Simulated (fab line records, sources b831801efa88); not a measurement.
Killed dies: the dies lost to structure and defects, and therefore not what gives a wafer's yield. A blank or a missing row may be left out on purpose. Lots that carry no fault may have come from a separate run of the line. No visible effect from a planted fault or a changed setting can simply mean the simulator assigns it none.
fab line records    flow sky130
[record] lots = 5  wafers = 15  last-day = 49
route steps=708 shown VIA1@473 METAL2@483 PAD_OPEN@708
lots with no fault: from the same line, run without faults
start-h: hours from the record's opening day to when the first of the lot's shown wafers began    wait-h: hours from the lot's prior step to this one    " same as the row above    L1.1+2: several wafers, shown together as one row    - no value present, or no start provided    * or withheld: withheld    < > ~ a bound
route shown NAME@n: names a module that has steps shown in the file, with the first one's number in the route    usual: mean/standard deviation of fault-free wafers    same: alike in all rows    chamber/n: place in a boat    sites: per-site readings    _std_site: standard deviation across them    _edge_site: outer sites' mean less inner sites'    radius-mm: how far each site lies from the wafer's centre    mask NAME#n: copy n    behind: the last tool/chamber to shape the wafer    hold: why the lot went on hold/how many hours it stayed there/how the hold came to an end    device: which transistor (n, p or np) failed to switch    end of line: the tests these same wafers got at the end of their route    where a step has no rows: the recipe by itself    killed: dies that structure and defects cost at the first sort, which is not the same as the wafer's yield    map: a wafer's dies, x killed, . not, _ none there
set.NAME: the setting the step ran with; set.NAME@STEP: the setting that earlier step ran with    model.NAME: the simulator's own value behind a step, which no gauge read
a table for each step, a row for each wafer; lots at some steps of the route
services: the hour from which a tool's chamber was out of use, counted from the record's first day as start-h (under 0 if before that day), plus the number of hours and why
[[steps]]
[step SKY_VIA1_ETCH_15]
[recipe] target = SiO2  chemistry = C4F8/O2/Ar  target-depth-nm = 351  stop-on = TiN  mask-material = KrF-thick  source-w = 1500  bias-w = 1200  pressure-mtorr = 40  c4f8-flow-sccm = withheld  O2_flow_sccm = 6  Ar_flow_sccm = 300  time-s = 54
[step SKY_VIA1_STRIP_16]
[recipe] chemistry = O2/N2  power-w = 1400  pressure-mtorr = 1500  platen-temp-c = withheld  o2-flow-sccm = 3000  n2-flow-sccm = 300  overash-fraction = 0.5
[step SKY_VIA1_STRIP_17]
[recipe] chemistry = post-etch-residue-remover  time-s = 1200  temp-c = 72.5
[step SKY_VIA1_CLEAN_18]
[recipe] chemistry = IPA  time-s = 180  temp-c = 25
[step SKY_VIA1_CLEAN_19]
[recipe] chemistry = O3/DIW  dry = n2-spin
[step SKY_VIA1_SPUTTER_20]
[recipe] material = TiN  target-thk-nm = 20  chamber-pressure-pa = 5  power-w = 4000  time-s = 80
[usual] throttle-valve-pct = 29.6/1.2
lot.wafer  tool            chamber  start-h  wait-h  throttle-valve-pct
L374.2     pvd-sputter-02  -        795.67   0.0     30.3
L374.3     "               -        "        "       29.7
L374.6     "               -        "        "       27.2
L378.2     pvd-sputter-02  -        832.89   0.0     27.4
L378.5     "               -        "        "       27.4
L378.6     "               -        "        "       30.4
L386.2     pvd-sputter-02  -        891.69   0.0     27.4
L386.4     "               -        "        "       28.3
L386.6     "               -        "        "       27.4
L392.2     pvd-sputter-01  -        931.62   0.0     30.0
L392.5     "               -        "        "       30.8
L392.6     "               -        "        "       30.7
L393.2     pvd-sputter-04  -        936.34   0.0     29.7
L393.4     "               -        "        "       30.8
L393.5     "               -        "        "       28.5
[step SKY_VIA1_CVD_21]
[recipe] material = W  target-thk-nm = 270  time-s = 80.902  temp-c = 400  pressure-torr = 40
[usual] heater-power-w = 831/49
lot.wafer  tool      chamber  start-h  wait-h  heater-power-w  since-wet-clean-h
L374.2     cvd-w-02  1        795.73   0.0     838             892
L374.3     "         1        "        "       853             -
L374.6     "         1        "        "       826             -
L378.2     cvd-w-01  0        832.95   0.0     759             429
L378.5     "         0        "        "       753             -
L378.6     "         1        "        "       850             -
L386.2     cvd-w-01  0        891.78   0.1     767             -
L386.4     "         0        "        "       756             -
L386.6     "         0        "        "       769             -
L392.2     cvd-w-02  1        931.68   0.0     843             14
L392.5     "         0        "        "       803             -
L392.6     "         1        "        "       835             -
L393.2     cvd-w-01  1        936.40   0.0     874             532
L393.4     "         0        "        "       750             -
L393.5     "         1        "        "       856             -
[step SKY_VIA1_RS_MEAS_22]
[recipe] thk-meas-gauge = four-point-probe  reads = W_of_VIA1_CVD_21+TiN_of_VIA1_SPUTTER_20
[usual] VIA1_W_RS = 0.428/0.0052
lot.wafer  tool           chamber  start-h  wait-h  VIA1_W_RS[ohm/sq]
L374.2     film-metro-03  -        795.85   0.1     0.418
L374.3     "              -        "        "       0.422
L374.6     "              -        "        "       0.423
L378.2     film-metro-01  -        833.07   0.1     0.431
L378.5     "              -        "        "       0.427
L378.6     "              -        "        "       0.431
L386.2     film-metro-01  -        891.95   0.1     0.432
L386.4     "              -        "        "       0.430
L386.6     "              -        "        "       0.433
L392.2     film-metro-02  -        931.80   0.1     0.422
L392.5     "              -        "        "       0.431
L392.6     "              -        "        "       0.422
L393.2     film-metro-03  -        936.51   0.1     0.431
L393.4     "              -        "        "       0.428
L393.5     "              -        "        "       0.431
[step SKY_VIA1_THK_MEAS_23]
[recipe] thk-meas-gauge = xrf  reads = W_of_VIA1_CVD_21
[usual] VIA1_W_THK = 267/3.7
lot.wafer  tool           chamber  start-h  wait-h  VIA1_W_THK[nm]
L374.2     film-metro-03  -        795.96   0.1     272
L374.3     "              -        "        "       271
L374.6     "              -        "        "       271
L378.2     film-metro-01  -        833.18   0.1     264
L378.5     "              -        "        "       267
L378.6     "              -        "        "       263
L386.2     film-metro-01  -        892.06   0.1     262
L386.4     "              -        "        "       264
L386.6     "              -        "        "       263
L392.2     film-metro-02  -        931.91   0.1     272
L392.5     "              -        "        "       268
L392.6     "              -        "        "       274
L393.2     film-metro-03  -        936.62   0.1     265
L393.4     "              -        "        "       266
L393.5     "              -        "        "       264
[step SKY_VIA1_CMP_24]
[recipe] stop-on = SiO2  t-overpolish-s = 15  down-force-psi = 3.5  platen-rpm = 60  target-thk-nm = 0  pad-velocity-m-s = 0.94248
[step SKY_METAL2_SPUTTER_00]
[recipe] material = Ti  target-thk-nm = 15  power-w = 3000  time-s = 10  chamber-pressure-pa = 0.4
[usual] throttle-valve-pct = 30.3/0.85
lot.wafer  tool            chamber  start-h  wait-h  throttle-valve-pct
L374.2     pvd-sputter-03  -        796.31   0.2     30.9
L374.3     "               -        "        "       29.1
L374.6     "               -        "        "       30.6
L378.2     pvd-sputter-01  -        833.53   0.1     30.7
L378.5     "               -        "        "       32.1
L378.6     "               -        "        "       30.0
L386.2     pvd-sputter-01  -        892.41   0.1     31.3
L386.4     "               -        "        "       31.4
L386.6     "               -        "        "       30.1
L392.2     pvd-sputter-04  -        932.26   0.2     30.6
L392.5     "               -        "        "       29.6
L392.6     "               -        "        "       28.8
L393.2     pvd-sputter-04  -        937.41   0.1     29.7
L393.4     "               -        "        "       28.8
L393.5     "               -        "        "       30.3
[step SKY_METAL2_SPUTTER_01]
[recipe] material = TiN  target-thk-nm = 20  power-w = 6500  time-s = 16.7  chamber-pressure-pa = 0.4
[usual] throttle-valve-pct = 30.3/0.86
lot.wafer  tool            chamber  start-h  wait-h  throttle-valve-pct
L374.2     pvd-sputter-03  -        796.33   0.0     30.8
L374.3     "               -        "        "       29.2
L374.6     "               -        "        "       30.5
L378.2     pvd-sputter-01  -        833.55   0.0     30.9
L378.5     "               -        "        "       31.7
L378.6     "               -        "        "       29.8
L386.2     pvd-sputter-01  -        892.44   0.0     31.0
L386.4     "               -        "        "       31.6
L386.6     "               -        "        "       30.3
L392.2     pvd-sputter-04  -        932.28   0.0     30.8
L392.5     "               -        "        "       29.8
L392.6     "               -        "        "       28.5
L393.2     pvd-sputter-04  -        937.43   0.0     29.8
L393.4     "               -        "        "       28.5
L393.5     "               -        "        "       30.2
[step SKY_METAL2_SPUTTER_02]
[recipe] material = AlCu  target-thk-nm = 250  power-w = 10600  time-s = 13.3  chamber-pressure-pa = 0.4
[usual] throttle-valve-pct = 30.3/0.85
lot.wafer  tool            chamber  start-h  wait-h  throttle-valve-pct  model.AlCu_of_METAL2_SPUTTER_02.thk-nm
L374.2     pvd-sputter-03  -        796.36   0.0     30.7                251.1
L374.3     "               -        "        "       29.1                251.1
L374.6     "               -        "        "       30.3                251
L378.2     pvd-sputter-01  -        833.58   0.0     30.6                247.6
L378.5     "               -        "        "       31.8                245.4
L378.6     "               -        "        "       29.9                248.2
L386.2     pvd-sputter-01  -        892.46   0.0     31.1                253.4
L386.4     "               -        "        "       31.4                246
L386.6     "               -        "        "       30.1                241.6
L392.2     pvd-sputter-04  -        932.30   0.0     30.6                246.5
L392.5     "               -        "        "       30.0                248.7
L392.6     "               -        "        "       28.5                249.6
L393.2     pvd-sputter-04  -        937.46   0.0     29.8                249.8
L393.4     "               -        "        "       28.7                248.2
L393.5     "               -        "        "       30.3                252.3
[step SKY_METAL2_SPUTTER_03]
[recipe] material = Ti  target-thk-nm = 5  power-w = 3000  time-s = 3.3  chamber-pressure-pa = 0.4
[usual] throttle-valve-pct = 30.4/0.83
lot.wafer  tool            chamber  start-h  wait-h  throttle-valve-pct
L374.2     pvd-sputter-03  -        796.38   0.0     30.4
L374.3     "               -        "        "       29.3
L374.6     "               -        "        "       30.6
L378.2     pvd-sputter-01  -        833.60   0.0     30.9
L378.5     "               -        "        "       31.5
L378.6     "               -        "        "       30.0
L386.2     pvd-sputter-01  -        892.49   0.0     30.7
L386.4     "               -        "        "       31.5
L386.6     "               -        "        "       29.9
L392.2     pvd-sputter-04  -        932.33   0.0     30.6
L392.5     "               -        "        "       29.6
L392.6     "               -        "        "       28.8
L393.2     pvd-sputter-04  -        937.48   0.0     29.7
L393.4     "               -        "        "       28.8
L393.5     "               -        "        "       30.4
[step SKY_METAL2_SPUTTER_04]
[recipe] material = TiN  target-thk-nm = 70  power-w = 6500  time-s = 58.3  chamber-pressure-pa = 0.4
[step SKY_METAL2_RS_MEAS_05]
[recipe] thk-meas-gauge = four-point-probe  reads = TiN_of_METAL2_SPUTTER_04+Ti_of_METAL2_SPUTTER_03+AlCu_of_METAL2_SPUTTER_02+TiN_of_METAL2_SPUTTER_01+Ti_of_METAL2_SPUTTER_00
[usual] METAL2_ALCU_RS = 0.1266/0.0017
lot.wafer  tool           chamber  start-h  wait-h  METAL2_ALCU_RS[ohm/sq]
L374.2     film-metro-03  -        796.47   0.0     0.1259
L374.3     "              -        "        "       0.1257
L374.6     "              -        "        "       0.1262
L378.2     film-metro-01  -        833.69   0.0     0.1284
L378.5     "              -        "        "       0.1293
L378.6     "              -        "        "       0.1283
L386.2     film-metro-03  -        892.57   0.0     0.1248
L386.4     "              -        "        "       0.1285
L386.6     "              -        "        "       0.1312
L392.2     film-metro-04  -        932.42   0.0     0.1286
L392.5     "              -        "        "       0.1275
L392.6     "              -        "        "       0.1271
L393.2     film-metro-01  -        937.57   0.0     0.1272
L393.4     "              -        "        "       0.1280
L393.5     "              -        "        "       0.1256
[step SKY_METAL2_THK_MEAS_06]
[recipe] thk-meas-gauge = xrf  reads = AlCu_of_METAL2_SPUTTER_02
[usual] METAL2_ALCU_THK = 251/3.2
lot.wafer  tool           chamber  start-h  wait-h  METAL2_ALCU_THK[nm]
L374.2     film-metro-03  -        796.58   0.1     252
L374.3     "              -        "        "       251
L374.6     "              -        "        "       253
L378.2     film-metro-01  -        833.80   0.1     248
L378.5     "              -        "        "       247
L378.6     "              -        "        "       248
L386.2     film-metro-03  -        892.68   0.1     253
L386.4     "              -        "        "       244
L386.6     "              -        "        "       241
L392.2     film-metro-04  -        932.53   0.1     247
L392.5     "              -        "        "       248
L392.6     "              -        "        "       249
L393.2     film-metro-01  -        937.68   0.1     250
L393.4     "              -        "        "       247
L393.5     "              -        "        "       255
[step SKY_METAL2_DEHYDRATE_07]
[recipe] temp-c = 200  time-s = 60
[step SKY_METAL2_HMDS_08]
[recipe] prime-time-s = 60  prime-temp-c = 120
[step SKY_METAL2_COAT_09]
[recipe] resist = BARC  temp-c = withheld  time-s = withheld  spin-rpm = 3000  resist-thk-nm = 60
[step SKY_METAL2_COAT_10]
[recipe] resist = KrF-thick  spin-rpm = 3000  resist-thk-nm = 450
[step SKY_METAL2_SOFTBAKE_11]
[recipe] temp-c = 100  time-s = 90  resist = KrF-thick
[step SKY_METAL2_EXPOSE_12]
[recipe] mask-id = MM2  na = 0.8  source-shape = annular  sigma-inner = 0.55  sigma-outer = 0.85  target-cd-nm = 140  dose-mj = 28
[step SKY_METAL2_PEB_13]
[recipe] peb-temp-c = withheld  peb-time-s = withheld  resist = KrF-thick
[step SKY_METAL2_DEVELOP_14]
[recipe] develop-time-s = 60  resist = KrF-thick  dev-temp-c = 21
[step SKY_METAL2_CD_MEAS_15]
[recipe] target-cd-nm = 140
[usual] cd-nm = 140.2/1.6
lot.wafer  tool       chamber  start-h  wait-h  cd-nm
L374.2     cd-sem-01  -        823.17   -       140.1
L374.3     "          -        "        "       140.5
L374.6     "          -        "        "       140.8
L378.2     cd-sem-02  -        859.12   -       139.5
L378.5     "          -        "        "       140.8
L378.6     "          -        "        "       140.0
L386.2     cd-sem-02  -        917.02   -       139.4
L386.4     "          -        "        "       139.8
L386.6     "          -        "        "       140.1
L392.2     cd-sem-01  -        956.86   -       139.4
L392.5     "          -        "        "       138.7
L392.6     "          -        "        "       140.3
L393.2     cd-sem-02  -        961.32   -       142.8
L393.4     "          -        "        "       141.6
L393.5     "          -        "        "       141.6
[step SKY_METAL2_OVL_MEAS_16]
[usual] METAL2_OVL = 0/5.5
lot.wafer  tool        chamber  start-h  wait-h  METAL2_OVL[nm]
L374.2     overlay-01  -        823.28   0.1     -4
L374.3     "           -        "        "       0
L374.6     "           -        "        "       3
L378.2     overlay-02  -        859.23   0.1     3
L378.5     "           -        "        "       -1
L378.6     "           -        "        "       -2
L386.2     overlay-02  -        917.13   0.1     0
L386.4     "           -        "        "       -3
L386.6     "           -        "        "       -5
L392.2     overlay-01  -        956.96   0.1     0
L392.5     "           -        "        "       -7
L392.6     "           -        "        "       4
L393.2     overlay-01  -        961.42   0.1     3
L393.4     "           -        "        "       -1
L393.5     "           -        "        "       2
[step SKY_METAL2_DESCUM_17]
[recipe] chemistry = O2  source-power-w = 150  bias-power-w = 0  pressure-mtorr = 10  temp-c = 40  time-s = 8
[step SKY_METAL2_ETCH_18]
[recipe] chemistry = N2/H2  target = BARC  ion-energy-ev = 200  bias-w = 100  pressure-mtorr = 30  n2-flow-sccm = 100  h2-flow-sccm = 200  icp-w = 500  stop-on = SiO2  time-s = 45.9  target-depth-a = 600
[step SKY_METAL2_METAL_ETCH_19]
[recipe] target-depth-a = 3600  stop-on = SiO2  over-etch-frac = 0.3  time-s = 78  chemistry = Cl2/BCl3  resist-sidewall-deg = 88  pressure-mtorr = 10  icp-w = 900  bias-w = 48.5  Cl2_flow_sccm = 60  bcl3-flow-sccm = 30
[usual] drypump-motor-current-A = 5.9/0.54  he-backside-leak-sccm = 3.4/0.3  oes-product-au = 0.855/0.0063  throttle-valve-pct = 22.266/0.0088
lot.wafer  tool          chamber  start-h  wait-h  drypump-motor-current-A  he-backside-leak-sccm  oes-product-au  rf-hours-counter-h  throttle-valve-pct  model.etch.depth-nm  model.METAL2.feature-depth-nm
L374.2     rie-metal-02  0        823.53   0.1     5.9                      3.6                    0.852           -                   22.257              358.9                358.9
L374.3     "             0        "        "       5.9                      3.4                    0.850           -                   22.262              361.4                361.4
L374.6     "             0        "        "       5.8                      3.6                    0.849           -                   22.255              358.6                358.6
L378.2     rie-metal-02  1        859.35   0.0     6.0                      3.1                    0.852           1                   22.261              359.3                359.3
L378.5     "             1        "        "       6.0                      3.2                    0.840           -                   22.276              356.1                356.1
L378.6     "             0        "        "       5.8                      3.7                    0.849           -                   22.269              357.7                357.7
L386.2     rie-metal-03  1        917.38   0.1     4.8                      3.3                    0.860           -                   22.254              365.9                365.9
L386.4     "             1        "        "       4.8                      3.1                    0.848           -                   22.269              358                  358
L386.6     "             1        "        "       4.8                      3.2                    0.845           -                   22.266              352.6                352.6
L392.2     rie-metal-04  0        957.09   0.0     6.7                      3.2                    0.839           2                   22.275              355.8                355.8
L392.5     "             1        "        "       6.2                      3.2                    0.850           -                   22.274              357.8                357.8
L392.6     "             0        "        "       6.7                      3.4                    0.858           -                   22.263              360.2                360.2
L393.2     rie-metal-04  1        961.55   0.0     6.2                      3.1                    0.855           11                  22.264              360.5                360.5
L393.4     "             0        "        "       6.7                      3.3                    0.852           -                   22.256              358.9                358.9
L393.5     "             0        "        "       6.7                      3.2                    0.867           -                   22.248              364.2                364.2
[step SKY_METAL2_STRIP_20]
[recipe] chemistry = O2/N2  power-w = 1400  pressure-mtorr = 1500  platen-temp-c = withheld  o2-flow-sccm = 3000  n2-flow-sccm = 300  overash-fraction = 0.5
[step SKY_PAD_OPEN_PROBE_99]
[usual] defect-limited-yield = 82.6/1.8  killed_at_M0_to_M3 = 43/6.5  killed_at_M4_up = 3.1/1.8  killed-at-contacts = 24/5.6  killed-at-front-end = 15/4.2  killed-at-other = 0.3/0.5  killed-dies = 86/8.9  killed-on-rim = 17/4.3  killed-open = 47/6.9  killed-short = 39/5.9  sort_bin_3_pad_short = 0.9/0.39  sort_bin_5_function = 10.4/1.6  sort_bin_6_memory = 6.2/1  sort-n-pass = 406/8.9  sort-yield-pct = 82.6/1.8
[same] gross-dies = 492  killed-at-back-side = 0  sort_bin_4_leakage[%] = 0  sort_bin_8_speed[%] = 0
lot.wafer  tool       chamber  start-h  wait-h  defect-limited-yield[%]  killed_at_M0_to_M3  killed_at_M4_up  killed-at-contacts  killed-at-front-end  killed-at-other  killed-dies  killed-on-rim  killed-open  killed-short  sort_bin_3_pad_short[%]  sort_bin_5_function[%]  sort_bin_6_memory[%]  sort-n-pass  sort-yield-pct[%]  model.etest.met2.line-ohm-um  model.etest.met2.rs-ohm-sq
L374.2     prober-02  -        1076.94  0.1     83.9                     41                  3                21                  13                   1                79           15             42           37            0.8                      7.7                     7.5                   413          83.9               0.896                         0.1291
L374.3     prober-02  -        1076.99  0.2     84.6                     34                  3                27                  12                   0                76           11             40           36            0.8                      10.6                    4.1                   416          84.6               0.9178                        0.1281
L374.6     prober-02  -        1077.14  0.2     82.7                     44                  1                18                  22                   0                85           15             52           33            0.8                      10.6                    5.9                   407          82.7               0.868                         0.1276
L378.2     prober-01  -        1104.77  0.1     84.3                     40                  3                24                  9                    1                77           17             45           32            1.0                      8.7                     5.9                   415          84.3               0.8985                        0.1293
L378.5     prober-01  -        1104.92  0.2     85.2                     32                  2                23                  16                   0                73           19             47           26            0.4                      8.7                     5.7                   419          85.2               0.8793                        0.1308
L378.6     prober-01  -        1104.97  0.2     83.5                     38                  2                25                  16                   0                81           13             41           40            0.4                      11.2                    4.9                   411          83.5               0.8821                        0.1296
L386.2     prober-01  -        1148.43  0.1     81.5                     47                  0                24                  20                   0                91           23             52           39            1.2                      12.2                    5.1                   401          81.5               0.9613                        0.1265
L386.4     prober-01  -        1148.53  0.2     81.9                     38                  2                33                  16                   0                89           10             49           40            0.6                      11.4                    6.1                   403          81.9               1.012                         0.1306
L386.6     prober-01  -        1148.63  0.2     83.9                     40                  3                24                  12                   0                79           18             52           27            0.8                      8.7                     6.5                   413          83.9               1.015                         0.1346
L392.2     prober-01  -        1176.58  0.1     80.3                     48                  5                29                  15                   0                97           20             56           41            1.0                      13.0                    5.7                   395          80.3               0.9341                        0.1304
L392.5     prober-01  -        1176.73  0.2     83.3                     46                  3                26                  7                    0                82           18             45           37            1.0                      9.1                     6.5                   410          83.3               0.9345                        0.1289
L392.6     prober-01  -        1176.78  0.2     81.3                     46                  2                27                  17                   0                92           21             43           49            0.6                      11.6                    6.5                   400          81.3               0.9342                        0.1274
L393.2     prober-02  -        1180.51  0.1     84.8                     37                  2                19                  16                   1                75           16             40           35            0                        9.1                     6.1                   417          84.8               0.9013                        0.1295
L393.4     prober-02  -        1180.61  0.2     80.7                     52                  3                28                  12                   0                95           22             55           40            1.0                      13.0                    5.3                   397          80.7               0.9228                        0.1293
L393.5     prober-02  -        1180.66  0.2     80.9                     57                  2                20                  15                   0                94           21             64           30            0.6                      10.6                    7.9                   398          80.9               0.8959                        0.1267
// killed by level:class
L374.2 CONTACT:geometric-particle:open=9 VIA3:geometric-particle:short=8 POLY_GATE:geometric-particle:short=6 VIA3:geometric-particle:open=6 VIA1:geometric-particle:open=5 VIA2:geometric-particle:open=5 LOCAL_INTERCONNECT:geometric-particle:short=4 METAL1:geometric-particle:short=4
L374.3 CONTACT:geometric-particle:open=14 VIA1:geometric-particle:open=7 METAL2:geometric-particle:short=6 POLY_GATE:geometric-particle:short=5 METAL1:geometric-particle:short=5 VIA2:geometric-particle:open=5 LI_CONTACT:geometric-particle:open=4 CONTACT:geometric-particle:short=4
L374.6 VIA1:geometric-particle:open=11 VIA2:geometric-particle:open=9 CONTACT:geometric-particle:open=8 POLY_GATE:geometric-particle:open=7 VIA3:geometric-particle:open=7 METAL2:geometric-particle:short=5 LI_CONTACT:geometric-particle:open=5 VIA3:geometric-particle:short=5
L378.2 LI_CONTACT:geometric-particle:open=13 VIA1:geometric-particle:open=8 CONTACT:geometric-particle:open=6 VIA3:geometric-particle:open=6 VIA2:geometric-particle:short=5 METAL1:geometric-particle:short=4 LI_CONTACT:geometric-particle:short=3 METAL2:geometric-particle:short=3
L378.5 VIA3:geometric-particle:open=10 LI_CONTACT:geometric-particle:open=7 FIELD_ISO:geometric-particle:open=6 CONTACT:geometric-particle:open=6 VIA2:geometric-particle:open=6 LI_CONTACT:geometric-particle:short=4 METAL1:geometric-particle:short=4 VIA1:geometric-particle:open=4
L378.6 LI_CONTACT:geometric-particle:open=9 VIA1:geometric-particle:open=7 VIA2:geometric-particle:open=7 FIELD_ISO:geometric-particle:short=6 VIA3:geometric-particle:short=6 FIELD_ISO:geometric-particle:open=5 CONTACT:geometric-particle:open=5 METAL2:geometric-particle:short=4
L386.2 VIA1:geometric-particle:open=15 CONTACT:geometric-particle:open=9 VIA1:geometric-particle:short=7 VIA2:geometric-particle:open=7 FIELD_ISO:geometric-particle:open=6 LI_CONTACT:geometric-particle:open=5 FIELD_ISO:geometric-particle:short=4 LOCAL_INTERCONNECT:geometric-particle:short=4
L386.4 CONTACT:geometric-particle:open=11 LI_CONTACT:geometric-particle:open=9 LOCAL_INTERCONNECT:geometric-particle:short=9 VIA1:geometric-particle:open=7 VIA2:geometric-particle:open=7 VIA3:geometric-particle:short=6 FIELD_ISO:geometric-particle:short=4 POLY_GATE:geometric-particle:open=4
L386.6 CONTACT:geometric-particle:open=13 VIA3:geometric-particle:open=9 VIA1:geometric-particle:open=9 LI_CONTACT:geometric-particle:open=5 VIA2:geometric-particle:open=5 METAL1:geometric-particle:short=4 VIA2:geometric-particle:short=4 FIELD_ISO:geometric-particle:open=3
L392.2 LI_CONTACT:geometric-particle:open=13 VIA1:geometric-particle:open=11 VIA3:geometric-particle:open=10 CONTACT:geometric-particle:short=6 VIA2:geometric-particle:short=6 METAL2:geometric-particle:short=6 FIELD_ISO:geometric-particle:open=5 CONTACT:geometric-particle:open=5
L392.5 LI_CONTACT:geometric-particle:open=10 CONTACT:geometric-particle:open=10 VIA1:geometric-particle:open=9 VIA1:geometric-particle:short=7 VIA2:geometric-particle:open=7 METAL1:geometric-particle:short=4 METAL2:geometric-particle:short=4 VIA3:geometric-particle:short=4
L392.6 VIA1:geometric-particle:open=11 CONTACT:geometric-particle:open=10 FIELD_ISO:geometric-particle:short=6 METAL1:geometric-particle:short=6 CONTACT:geometric-particle:short=6 VIA2:geometric-particle:open=6 LOCAL_INTERCONNECT:geometric-particle:short=5 VIA3:geometric-particle:open=5
L393.2 VIA1:geometric-particle:open=7 LI_CONTACT:geometric-particle:open=6 CONTACT:geometric-particle:open=6 VIA2:geometric-particle:open=5 VIA3:geometric-particle:open=5 POLY_GATE:geometric-particle:open=4 POLY_GATE:geometric-particle:short=4 LOCAL_INTERCONNECT:geometric-particle:short=4
L393.4 CONTACT:geometric-particle:open=13 VIA1:geometric-particle:open=11 VIA1:geometric-particle:short=7 FIELD_ISO:geometric-particle:short=6 LI_CONTACT:geometric-particle:open=6 VIA3:geometric-particle:open=6 METAL1:geometric-particle:short=5 METAL2:geometric-particle:short=5
L393.5 VIA1:geometric-particle:open=17 VIA3:geometric-particle:open=13 CONTACT:geometric-particle:open=10 VIA1:geometric-particle:short=7 METAL1:geometric-particle:short=6 POLY_GATE:geometric-particle:open=5 VIA2:geometric-particle:open=5 FIELD_ISO:geometric-particle:short=4
[[services]]
tool            chamber  start-h  hours  kind
pvd-sputter-02  -        772.52   4.3    repair
rie-metal-03    0        784.91   6.7    repair
rie-metal-04    -        786.14   4.3    pm
pvd-sputter-02  -        812.37   0.5    repair
rie-metal-02    1        821.33   -      clean
rie-metal-02    1        821.33   13.1   scheduled-down
rie-metal-02    1        821.33   13.1   vent-cycle
pvd-sputter-01  -        863.33   0.8    repair
cvd-w-02        1        865.42   2.9    repair
rie-metal-04    -        874.29   0.3    repair
rie-metal-04    0        879.64   -      clean
rie-metal-04    0        879.64   28.1   scheduled-down
rie-metal-04    0        879.64   28.1   vent-cycle
cvd-w-01        1        888.85   3.1    repair
rie-metal-04    -        896.08   1.0    repair
cvd-w-02        -        904.00   14.0   pm
cvd-w-02        0        904.00   14.0   vent-cycle
cvd-w-02        1        904.00   14.0   vent-cycle
rie-metal-03    0        913.10   4.9    repair
cvd-w-02        0        918.00   -      clean
cvd-w-02        1        918.00   -      clean
rie-metal-04    -        954.57   1.4    pm
rie-metal-02    0        959.10   -      clean
rie-metal-02    0        959.10   19.1   scheduled-down
[[key]]
[first-sign] step = SKY_METAL2_THK_MEAS_06  reading = METAL2_ALCU_THK  direction = down  sigmas = 3.3  usual = 251  struck = 241
effect none on later readings
[model-effect] step = SKY_METAL2_SPUTTER_02  value = AlCu_of_METAL2_SPUTTER_02.thk-nm  without = 253.7  struck = 241.6
[model-effect] step = SKY_METAL2_METAL_ETCH_19  value = etch.depth-nm  without = 364.7  struck = 352.6
[model-effect] step = SKY_PAD_OPEN_PROBE_99  value = etest.met2.line-ohm-um  without = 0.9643  struck = 1.015
met-at SKY_METAL2_SPUTTER_02
struck-wafers L386.6
onset-between 833.58 892.46
[fault] kind = process-parameter-drift  tool = pvd-sputter-01  chamber = -  onset-h = 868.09  steps = SKY_METAL2_SPUTTER_02  channel = time-s  offset = *  shape = step  end-h = 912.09  scope = struck-wafers-only  acts-in = *  stated = *
